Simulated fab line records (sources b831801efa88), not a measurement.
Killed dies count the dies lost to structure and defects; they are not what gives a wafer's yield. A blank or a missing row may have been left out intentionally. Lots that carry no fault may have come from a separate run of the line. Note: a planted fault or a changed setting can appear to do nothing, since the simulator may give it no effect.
A struck lot beside a sound one -- flow sky130 -- 16 steps out of a route of 708
Sound: wafers L873.3, L873.4, L873.5. Struck: wafers L882.2, L882.3, L882.5. At the end, the cause is stated.
Order at every step that has rows: each side's tool, ch and its chambers, its first start. Under that, the readings that differ: sound wafers -- struck wafers -- difference of the means -- sigmas: that difference in standard deviations of wafers without a fault.
alike: readings with means less than 2 such deviations apart, plus words and numbers identical on both sides. not compared: withheld readings, readings lacking a value on some wafer, bounds such as >300 that could conceal the same value, and numbers that have no deviation in the record and whose values overlap.
A row with sigmas, a row that says differs or no value, or rows on one side alone: a step with any of these is where the two part. Non-overlapping numbers with no deviation appear without sigmas and do not part them. Lack of a reading on every wafer of one side parts them only where that side has two or more wafers.

SKY_METAL2_THK_MEAS_06: measures by xrf.
  sound: film-metro-03 at day 34 12:30; struck: film-metro-04 at day 37 17:46
  alike: METAL2_ALCU_THK
then, 8 steps without rows for these wafers: SKY_METAL2_DEHYDRATE_07 (time 60 s); SKY_METAL2_HMDS_08 (prime time 60 s); SKY_METAL2_COAT_09 (resist thk 60 nm); SKY_METAL2_COAT_10 (resist thk 450 nm); SKY_METAL2_SOFTBAKE_11 (time 90 s); SKY_METAL2_EXPOSE_12 (exposes mask MM2, target cd 140 nm); SKY_METAL2_PEB_13; SKY_METAL2_DEVELOP_14 (develop time 60 s).
SKY_METAL2_CD_MEAS_15 targets a cd of 140 nm.
  sound: cd-sem-02 at day 35 15:22; struck: cd-sem-02 at day 38 19:10
  alike: cd-nm
SKY_METAL2_OVL_MEAS_16:
  sound: overlay-01 at day 35 15:27; struck: overlay-01 at day 38 19:16
  alike: METAL2_OVL
SKY_METAL2_DESCUM_17: chemistry O2, time 8 s.
  sound on rie-metal-04 ch 0,1, day 35 15:29; struck on rie-metal-04 ch 1, day 38 19:17
  alike: drypump-motor-current-A, oes-product-au
  not compared: rf-hours-counter-h
SKY_METAL2_ETCH_18: etches BARC in N2/H2, stops on SiO2, time 45.9 s, target depth 60 nm.
  sound on rie-metal-04 ch 0,1, day 35 15:32; struck on rie-metal-04 ch 1, day 38 19:19
reading,sound,struck,difference,sigmas
oes-product-au (a.u.),0.846 0.851 0.863,1.008 0.998 1.004,+0.150,+33
run-length-s (s),73.91 74.66 74.20,66.32 66.18 66.48,-7.93,-30
model.KrF-thick_of_METAL2_COAT_10.thk-nm (nm),393.5 392.5 392.5,397.8 398 396.9,+4.7,
  alike: drypump-motor-current-A, throttle-valve-pct
  not compared: rf-hours-counter-h
SKY_METAL2_METAL_ETCH_19: etches the open film in Cl2/BCl3, stops on SiO2, target depth 360 nm, time 78 s.
  sound on rie-metal-04 ch 0,1, day 35 15:36; struck on rie-metal-04 ch 1, day 38 19:23
  alike: drypump-motor-current-A, oes-product-au, run-length-s, throttle-valve-pct
  not compared: rf-hours-counter-h, model.KrF-thick_of_METAL2_COAT_10.thk-nm
SKY_METAL2_STRIP_20: strips in O2/N2.
  sound on plasma-asher-04 ch 0,1, day 35 15:41; struck on plasma-asher-02 ch 0,1, day 38 19:29
  alike: drypump-motor-current-A, oes-product-au, strip-time-to-endpoint-s
  not compared: rf-hours-counter-h
-- the record jumps here: 10 days lie between the struck wafers' starts before and after (it left off in module METAL2 and takes up again in module PAD_OPEN, whose first step shown is number 708 of the route) --
SKY_PAD_OPEN_PROBE_99:
  record: rows for the struck wafers here (prober-02, day 48 16:33), none for the sound ones

## WHERE THEY PART
First at SKY_METAL2_ETCH_18; last, within this record, at SKY_PAD_OPEN_PROBE_99.

WHY: whatever the simulator had introduced
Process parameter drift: rie-metal-04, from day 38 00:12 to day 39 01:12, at SKY_METAL2_ETCH_18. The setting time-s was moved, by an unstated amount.
